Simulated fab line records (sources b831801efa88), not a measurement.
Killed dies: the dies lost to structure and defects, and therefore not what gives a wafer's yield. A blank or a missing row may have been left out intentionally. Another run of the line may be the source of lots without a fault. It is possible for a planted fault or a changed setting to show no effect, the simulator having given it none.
2 desks looking at one fault ; flow sky130 ; what lay behind the numbers comes last; until then each desk has only its own

## TOOL OWNER'S DESK, rie metal-04
The tool's own readings at SKY_METAL2_ETCH_18 (etches BARC in N2/H2, stops on SiO2, time 45.9 s, target depth 60 nm): means of the sampled wafers that have a number, for each lot that ran on this tool. A lot is out of limits, marked OUT, if its mean lies more than 4 standard deviations from the usual mean; the brackets give that distance.
Columns: A = drypump motor current A at SKY_METAL2_ETCH_18, usual 5.8 A; B = oes product au at SKY_METAL2_ETCH_18, usual 0.856 a.u.; C = rf fwd power W at SKY_METAL2_ETCH_18, usual 495.9 W; D = throttle valve pct at SKY_METAL2_ETCH_18, usual 13.225 %
lot;first seen here;A;B;C;D
L193;day 36 08:13;5.6;0.856;494.9;13.223
L201;day 38 20:28;5.6;0.854;521.2 (+14) OUT;13.223
L203;day 39 12:55;5.6;0.854;521.1 (+14) OUT;13.218
This desk's verdict: out of limits on L201, L203, starting with L201 at day 38 20:28 (rf fwd power W at SKY_METAL2_ETCH_18). In limits: L193.

## AT THE METROLOGY DESK
What the gauges read for every lot (on any tool): the sampled wafers with a number, averaged. A lot is out of limits, marked OUT, if its mean lies more than 4 standard deviations from the usual mean; the brackets give that distance.
Columns: A = METAL2_ALCU_THK at SKY_METAL2_THK_MEAS_06, usual 248 nm; B = cd nm at SKY_METAL2_CD_MEAS_15, usual 139.6 nm; C = METAL2_OVL at SKY_METAL2_OVL_MEAS_16, usual 3 nm
lot;first seen here;A;B;C
L189;day 33 22:56;254;139.6;0
L193;day 35 04:58;246;140.0;9
L201;day 37 18:47;247;139.4;-2
L203;day 38 12:10;247;139.9;-1
L208;day 39 21:10;248;140.1;5
L209;day 40 07:58;246;137.6;9
This desk's verdict: no lot among the 6 shows anything out of limits.

## PUT TOGETHER
On L201, L203, at day 38 20:28, an alarm was possible from the tool owner's desk.
The metrology desk saw nothing out of limits.
The metrology desk holds a record of L201, L203, inside its limits.
Of the lots named, all ran SKY_METAL2_ETCH_18 on rie metal-04.

## WHAT THE SIMULATOR HAD PUT IN
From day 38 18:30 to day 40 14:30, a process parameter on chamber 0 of rie metal-04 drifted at SKY_METAL2_ETCH_18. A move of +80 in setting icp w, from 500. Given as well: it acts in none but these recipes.
Shown lots that were struck: L201, L203.
Time in hours from fault onset to the first out-of-limits reading at each desk: the tool owner's desk, 2.
